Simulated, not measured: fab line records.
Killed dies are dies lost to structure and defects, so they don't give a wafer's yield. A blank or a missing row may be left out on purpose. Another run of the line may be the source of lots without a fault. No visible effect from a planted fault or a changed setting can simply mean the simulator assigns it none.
Matching of chambers ; flow sky130 ; SKY_CONTACT_CMP_04 on cmp-02 has 4 sister chambers
The step polishes SiO2. 8 wafers are shown with their chamber, then 8 later ones without.

== WAFERS WITH THEIR CHAMBER ==
wafer;chamber;motorCurrentA (A);timeToEndpointS (s)
L408.1;3;12.8;89
L407.1;2;12.6;85
L407.4;3;12.6;95
L407.6;2;11.9;93
L411.3;1;12.0;80
L411.5;1;12.1;75
L411.6;0;9.5;76
L415.2;0;9.9;77

== WAFERS WHOSE CHAMBER IS MISSING ==
wafer;motorCurrentA (A);timeToEndpointS (s)
L415.4;12.2;87
L415.6;11.5;87
L417.1;10.0;79
L417.4;12.9;88
L417.5;11.3;80
L421.1;11.8;86
L421.2;11.8;81
L421.5;9.4;78

== WHICH CHAMBER EACH ONE RAN IN ==
wafer;from the rows above;in truth
L415.4;can't be placed: 2 or 3 or 1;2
L415.6;can't be placed: 2 or 1 or 3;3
L417.1;0;0
L417.4;can't be placed: 3 or 2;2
L417.5;can't be placed: 1 or 2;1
L421.1;can't be placed: 2 or 1 or 3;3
L421.2;can't be placed: 1 or 2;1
L421.5;0;0
Correctly placed: 2 of 8. From these rows, 6 cannot be placed; in 6 the true chamber is one of the candidates. Wrongly placed: 0.
How it was worked out, from the rows above alone: a wafer's distance from a chamber is the root of the sum, over the readings, of the square of ((its reading less the chamber's mean) divided by the reading's scatter). If the next closest chamber is less than 2 further off than the closest, the wafer can't be placed; otherwise it belongs to the closest. For every chamber, the mean is computed from those of its wafers that are shown. How the scatter is found: for the shown wafers, subtract from each reading the mean of its chamber, square and add these, divide the total by (wafers less chambers), then take the root.
